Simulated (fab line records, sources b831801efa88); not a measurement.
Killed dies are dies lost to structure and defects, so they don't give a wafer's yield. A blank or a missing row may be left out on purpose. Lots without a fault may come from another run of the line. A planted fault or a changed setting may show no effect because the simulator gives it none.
Which tool did it? | flow gf180mcu | 10 lots, 30 wafers sampled, at 6 steps of a route of 602

WHAT THE GAUGES READ, wafer by wafer
GF_V4_OVL_MEAS_15.
lot  | measured     | on         | V4_OVL (nm)
L215 | day 25 05:08 | overlay-01 | -4 0 -3
L216 | day 25 14:18 | overlay-01 | -6 -2 0
L218 | day 26 06:59 | overlay-01 | 0 4 -1
L219 | day 26 08:00 | overlay-02 | -10 -6 -7
L222 | day 27 13:15 | overlay-01 | -1 8 3
L227 | day 29 00:15 | overlay-01 | 4 4 1
L229 | day 29 09:06 | overlay-01 | -2 9 5
L230 | day 29 17:54 | overlay-01 | -9 -6 -4
L231 | day 30 00:53 | overlay-02 | -3 -7 -10
L235 | day 31 00:12 | overlay-02 | -9 -6 -6

GF_V4_THK_MEAS_25: measures by xrf.
lot  | measured     | on            | V4_W_THK (nm)
L215 | day 25 06:12 | film_metro-04 | 350 349 347
L216 | day 25 15:24 | film_metro-01 | 352 345 342
L218 | day 26 08:06 | film_metro-04 | 345 344 347
L219 | day 26 09:05 | film_metro-01 | 351 354 355
L222 | day 27 14:20 | film_metro-01 | 347 350 348
L227 | day 29 01:17 | film_metro-04 | 352 356 353
L229 | day 29 10:08 | film_metro-01 | 352 355 349
L230 | day 29 18:58 | film_metro-01 | 345 343 340
L231 | day 30 01:55 | film_metro-02 | 342 342 347
L235 | day 31 01:15 | film_metro-01 | 345 347 348

GF_MIM_RS_MEAS_10: measures by four-point-probe.
lot  | measured     | on            | MIM_ALCU_RS (ohm/sq)
L215 | day 25 06:59 | film_metro-03 | 0.1589 0.1587 0.1576
L216 | day 25 16:12 | film_metro-03 | 0.1586 0.1572 0.1583
L218 | day 26 08:52 | film_metro-03 | 0.1566 0.1603 0.1603
L219 | day 26 09:52 | film_metro-04 | 0.1622 0.1608 0.1622
L222 | day 27 15:07 | film_metro-04 | 0.1615 0.1579 0.1583
L227 | day 29 02:03 | film_metro-03 | 0.1872 0.1604 0.1587
L229 | day 29 10:56 | film_metro-03 | 0.1579 0.1583 0.1575
L230 | day 29 19:45 | film_metro-03 | 0.1590 0.1611 0.1592
L231 | day 30 02:41 | film_metro-04 | 0.1616 0.1595 0.1594
L235 | day 31 02:02 | film_metro-03 | 0.1579 0.1600 0.1580

GF_MIM_THK_MEAS_11: measures by xrf.
lot  | measured     | on            | MIM_ALCU_THK (nm)
L215 | day 25 07:06 | film_metro-03 | 202.8 202.5 203.0
L216 | day 25 16:18 | film_metro-03 | 201.6 204.3 203.1
L218 | day 26 08:59 | film_metro-03 | 203.7 199.6 198.8
L219 | day 26 09:58 | film_metro-04 | 198.8 199.5 198.9
L222 | day 27 15:13 | film_metro-04 | 200.7 205.5 203.9
L227 | day 29 02:10 | film_metro-03 | 173.3 199.2 201.0
L229 | day 29 11:02 | film_metro-03 | 203.2 201.7 203.8
L230 | day 29 19:52 | film_metro-03 | 200.9 199.3 201.1
L231 | day 30 02:49 | film_metro-04 | 199.1 201.7 200.9
L235 | day 31 02:08 | film_metro-03 | 202.3 199.5 202.7

WHICH TOOL RAN EACH LOT (tool, then ch and the chambers of the sampled wafers, then the start)
lot  | GF_MIM_SPUTTER_01            | GF_MIM_SPUTTER_08
L215 | pvd_sputter-01, day 25 06:40 | pvd_sputter-02, day 25 06:55
L216 | pvd_sputter-04, day 25 15:50 | pvd_sputter-02, day 25 16:06
L218 | pvd_sputter-02, day 26 08:34 | pvd_sputter-04, day 26 08:49
L219 | pvd_sputter-01, day 26 09:31 | pvd_sputter-04, day 26 09:46
L222 | pvd_sputter-02, day 27 14:46 | pvd_sputter-01, day 27 15:01
L227 | pvd_sputter-04, day 29 01:44 | pvd_sputter-02, day 29 02:00
L229 | pvd_sputter-04, day 29 10:35 | pvd_sputter-01, day 29 10:50
L230 | pvd_sputter-02, day 29 19:25 | pvd_sputter-01, day 29 19:40
L231 | pvd_sputter-04, day 30 02:23 | pvd_sputter-01, day 30 02:38
L235 | pvd_sputter-01, day 31 01:41 | pvd_sputter-04, day 31 01:56
- GF_MIM_SPUTTER_01: material TiN, target thk 30 nm, time 25 s.
- GF_MIM_SPUTTER_08: material AlCu, target thk 200 nm, time 10.6 s.

WHAT THE TOOLS THEMSELVES READ (means of the sampled wafers that have a number; where no wafer has one, the mark that the record gives instead)
GF_MIM_SPUTTER_01.
lot  | tool           | cathode_dc_power_W (W) | chamber_pressure_pa (Pa) | throttle_valve_pct (%)
L215 | pvd_sputter-01 | 6501.4                 | 0.3996                   | 29.8
L216 | pvd_sputter-04 | 6499.2                 | 0.4007                   | 29.6
L218 | pvd_sputter-02 | 6498.4                 | 0.4002                   | 30.3
L219 | pvd_sputter-01 | 6499.7                 | 0.3997                   | 29.7
L222 | pvd_sputter-02 | 6500.6                 | 0.4005                   | 29.7
L227 | pvd_sputter-04 | 6499.7                 | 0.4000                   | 30.0
L229 | pvd_sputter-04 | 6500.2                 | 0.4008                   | 29.9
L230 | pvd_sputter-02 | 6500.4                 | 0.4011                   | 29.7
L231 | pvd_sputter-04 | 6498.9                 | 0.4002                   | 30.2
L235 | pvd_sputter-01 | 6499.8                 | 0.4002                   | 30.6

GF_MIM_SPUTTER_08.
lot  | tool           | cathode_dc_power_W (W) | chamber_pressure_pa (Pa) | throttle_valve_pct (%)
L215 | pvd_sputter-02 | 10598                  | 0.4003                   | 29.9
L216 | pvd_sputter-02 | 10598                  | 0.4006                   | 30.3
L218 | pvd_sputter-04 | 10599                  | 0.3989                   | 28.6
L219 | pvd_sputter-04 | 10600                  | 0.4004                   | 31.1
L222 | pvd_sputter-01 | 10599                  | 0.4000                   | 29.9
L227 | pvd_sputter-02 | 10599                  | 0.4920                   | 27.4
L229 | pvd_sputter-01 | 10601                  | 0.4003                   | 30.0
L230 | pvd_sputter-01 | 10603                  | 0.3998                   | 30.6
L231 | pvd_sputter-01 | 10600                  | 0.3998                   | 30.4
L235 | pvd_sputter-04 | 10600                  | 0.3993                   | 29.3

THE ANSWER, worked out from the rows above alone
Rule: what is usual is taken from the lots themselves. Put in order of their means at a reading, lots are off if they are a third of the lots or fewer, leave a main group of 4 or more, and stand apart from it by a gap of 3 or more times the standard deviation of the main group's means; of several such gaps the widest counts. A main group whose means are all the same, to the digits that the tables above print for the reading, isn't used. A lot without any number at a reading at which 4 lots or more have one is off too. The other lots that the step has rows for count as sound. The gauges are gone through in route order, then the tools' own readings, and for those a lot's mean is taken as printed above. The first step at which some lot is off is used, and at that step the reading that is off furthest; a lot without a number counts as furthest.
Off: L227, at GF_MIM_RS_MEAS_10 (MIM_ALCU_RS). The main group: mean 0.1592 ohm/sq, standard deviation 0.0011.
A tool fits if, at a process step before that reading, it ran every lot that is off, and no sound lot after the first of them. The gauges at GF_MIM_RS_MEAS_10 aren't tried: what is off there is off at GF_MIM_SPUTTER_08 too, on other tools, and a gauge's error can't cause that. One fits: pvd_sputter-02 at GF_MIM_SPUTTER_08. Its last sound lot is L216 (day 25 16:06), its first lot that is off L227 (day 29 02:00): a fault that began between those two fits.
The tool's own readings at GF_MIM_SPUTTER_08 bear it out: on the lots that are off they differ by more than 5 times the standard deviation of the sound lots' means. chamber_pressure_pa reads 0.4920 Pa there against 0.3999 Pa on the sound lots.

WHAT THE SIMULATOR HAD PUT IN
Process parameter drift: pvd_sputter-02, from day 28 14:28 on, at GF_MIM_SPUTTER_08. Setting chamber_pressure_pa, moved by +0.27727, from 0.4. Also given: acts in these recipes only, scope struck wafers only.
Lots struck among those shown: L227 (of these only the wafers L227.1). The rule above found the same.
